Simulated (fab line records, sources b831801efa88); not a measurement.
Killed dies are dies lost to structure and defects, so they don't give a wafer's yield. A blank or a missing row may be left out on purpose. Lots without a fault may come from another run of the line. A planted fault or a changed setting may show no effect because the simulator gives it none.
Which tool did it? | flow gf180mcu | 11 lots, 33 wafers sampled, at 1 step of a route of 602

WHAT THE GAUGES READ, wafer by wafer
GF_V4_OVL_MEAS_15. Usual: V4_OVL 4 nm, standard deviation 4.8.
lot  | measured     | on         | V4_OVL (nm) | flag
L715 | day 24 02:59 | overlay-01 | 1 -3 4      |
L716 | day 24 09:11 | overlay-01 | 5 7 6       |
L717 | day 24 18:59 | overlay-02 | 7 8 6       |
L719 | day 25 18:58 | overlay-02 | -2 -3 -4    |
L727 | day 28 14:28 | overlay-01 | 5 8 13      |
L728 | day 28 18:56 | overlay-01 | 7 6 6       |
L729 | day 28 22:31 | overlay-01 | 5 1 7       |
L730 | day 29 09:38 | overlay-02 | 0 1 -4      |
L732 | day 29 17:58 | overlay-02 | 0 0 -1      |
L735 | day 30 14:59 | overlay-01 | 8 7 14      |
L738 | day 31 05:22 | overlay-01 | -9 -6 -8    |

WHICH TOOL RAN EACH LOT (tool, then ch and the chambers of the sampled wafers, then the start)
The record holds no process step before these readings.

WHAT THE TOOLS THEMSELVES READ (means of the sampled wafers that have a number; where no wafer has one, the mark that the record gives instead)
The record holds no such reading with a usual standard deviation.

THE ANSWER, worked out from the rows above alone
Rule: a lot is off if the mean of its wafers that have a number lies more than 3 standard deviations from the usual mean. A lot without any number at a reading at which 4 lots or more have one is off too. The other lots that the step has rows for count as sound. The gauges are gone through in route order, then the tools' own readings, and for those a lot's mean is taken as printed above. The first step at which some lot is off is used, and at that step the reading that is off furthest; a lot without a number counts as furthest.
No lot is off at any reading shown: from this, nothing can be told.

WHAT THE SIMULATOR HAD PUT IN
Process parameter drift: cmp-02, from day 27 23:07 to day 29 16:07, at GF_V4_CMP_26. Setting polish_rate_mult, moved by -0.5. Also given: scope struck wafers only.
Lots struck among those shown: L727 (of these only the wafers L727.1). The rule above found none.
